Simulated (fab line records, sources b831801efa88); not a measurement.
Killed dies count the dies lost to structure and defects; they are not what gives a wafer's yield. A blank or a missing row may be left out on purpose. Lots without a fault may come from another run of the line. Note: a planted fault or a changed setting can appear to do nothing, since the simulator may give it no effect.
Shared-tool check | flow sky130 | 14 lots and 42 wafers in the sample

## REASON FOR OPENING
2 of 14 lots carry a flag on the reading NWELL_2_TW at SKY_NWELL_TW_MEAS_26. Fault-free wafers read 497, with a standard deviation of 3.1.
Rule: a lot is flagged when every wafer of it that has a number lies more than 4 standard deviations from that mean, or none has a number. All remaining lots are regarded as sound.

lot  | measured     | on            | NWELL_2_TW, wafer by wafer | flag
L735 | day 5 19:01  | film_metro-02 | 503 502 501                |
L736 | day 6 04:31  | film_metro-02 | 499 499 498                |
L737 | day 6 13:40  | film_metro-01 | 495 494 497                |
L740 | day 7 03:23  | film_metro-03 | 499 497 494                |
L742 | day 7 12:05  | film_metro-02 | 502 500 501                |
L743 | day 7 19:25  | film_metro-03 | 498 498 496                |
L744 | day 8 00:47  | film_metro-02 | 496 498 499                |
L749 | day 9 08:24  | film_metro-03 | 494 493 497                |
L750 | day 9 14:40  | film_metro-01 | 30 30 30                   | FLAGGED
L751 | day 9 22:45  | film_metro-03 | 30 30 30                   | FLAGGED
L752 | day 10 06:36 | film_metro-03 | 496 500 499                |
L753 | day 10 13:44 | film_metro-01 | 496 495 497                |
L754 | day 10 20:06 | film_metro-02 | 502 500 501                |
L756 | day 11 00:56 | film_metro-03 | 499 502 500                |
Averaged over the flagged lots the numbers come to 30, -467 from the usual (-99 or more standard deviations).

## WHICH TOOL EACH LOT WENT THROUGH
2 process steps preceding the reading are held in the record, out of 708 steps in the route. Every cell lists first the tool, next ch and the chambers used by the sampled wafers, and last the start.
lot  | flag    | SKY_NWELL_STRIP_14                   | SKY_NWELL_STRIP_25
L735 |         | plasma_asher-01 ch 0,1, day 5 00:41  | plasma_asher-03 ch 0,1, day 5 18:55
L736 |         | plasma_asher-03 ch 0, day 5 09:28    | plasma_asher-01 ch 0,1, day 6 04:25
L737 |         | plasma_asher-03 ch 0,1, day 5 17:52  | plasma_asher-01 ch 0,1, day 6 13:34
L740 |         | plasma_asher-03 ch 0,1, day 6 07:35  | plasma_asher-03 ch 0,1, day 7 03:17
L742 |         | plasma_asher-02 ch 0,1, day 6 16:35  | plasma_asher-02 ch 0,1, day 7 11:59
L743 |         | plasma_asher-03 ch 0, day 6 23:04    | plasma_asher-02 ch 0,1, day 7 19:19
L744 |         | plasma_asher-02 ch 0,1, day 7 03:44  | plasma_asher-02 ch 0,1, day 8 00:41
L749 |         | plasma_asher-03 ch 0,1, day 8 10:06  | plasma_asher-03 ch 0,1, day 9 08:19
L750 | FLAGGED | plasma_asher-03 ch 0,1, day 8 17:05  | plasma_asher-03 ch 0,1, day 9 14:34
L751 | FLAGGED | plasma_asher-03 ch 0,1, day 9 00:52  | plasma_asher-02 ch 0,1, day 9 22:40
L752 |         | plasma_asher-01 ch 0,1, day 9 08:27  | plasma_asher-03 ch 0,1, day 10 06:31
L753 |         | plasma_asher-01 ch 0,1, day 9 14:25  | plasma_asher-01 ch 0,1, day 10 13:39
L754 |         | plasma_asher-03 ch 0,1, day 9 21:03  | plasma_asher-03 ch 0,1, day 10 20:01
L756 |         | plasma_asher-03 ch 0,1, day 10 02:35 | plasma_asher-02 ch 0,1, day 11 00:50
What is done by these steps:
- SKY_NWELL_STRIP_14: strips in O2/N2.
- SKY_NWELL_STRIP_25: strips in O2/N2.
- SKY_NWELL_TW_MEAS_26

## FLAGGED OVER TOTAL, TOOL BY TOOL (the gauges that took the reading come last)
step                 | tool            | lots run | flagged | share of the flagged lots | sound lots run after its first flagged lot
SKY_NWELL_STRIP_14   | plasma_asher-01 | 3        | 0       | none                      | -
SKY_NWELL_STRIP_14   | plasma_asher-02 | 2        | 0       | none                      | -
SKY_NWELL_STRIP_14   | plasma_asher-03 | 9        | 2       | all                       | 2 (L754,L756)
SKY_NWELL_STRIP_25   | plasma_asher-01 | 3        | 0       | none                      | -
SKY_NWELL_STRIP_25   | plasma_asher-02 | 5        | 1       | some                      | 1 (L756)
SKY_NWELL_STRIP_25   | plasma_asher-03 | 6        | 1       | some                      | 2 (L752,L754)
SKY_NWELL_TW_MEAS_26 | film_metro-01   | 3        | 1       | some                      | 1 (L753)
SKY_NWELL_TW_MEAS_26 | film_metro-02   | 5        | 0       | none                      | -
SKY_NWELL_TW_MEAS_26 | film_metro-03   | 6        | 1       | some                      | 2 (L752,L756)

## WHAT THE TABLE ALLOWS
In the table, 1 row covers all flagged lots: plasma_asher-03 at SKY_NWELL_STRIP_14.
- plasma_asher-03 at SKY_NWELL_STRIP_14 ran 9 lots, 2 of them flagged. Lots that were sound ran on it after the first flagged one (L754, L756); a persistent fault on the entire tool would not allow that. On the flagged lots its readings are blank where sound lots have values: chamber_pressure_mTorr, drypump_motor_current_A, oes_product_au, strip_time_to_endpoint_s.
None of the table's rows ran every flagged lot and, after the first, no sound lot.

## WHAT THE SIMULATOR PUT IN
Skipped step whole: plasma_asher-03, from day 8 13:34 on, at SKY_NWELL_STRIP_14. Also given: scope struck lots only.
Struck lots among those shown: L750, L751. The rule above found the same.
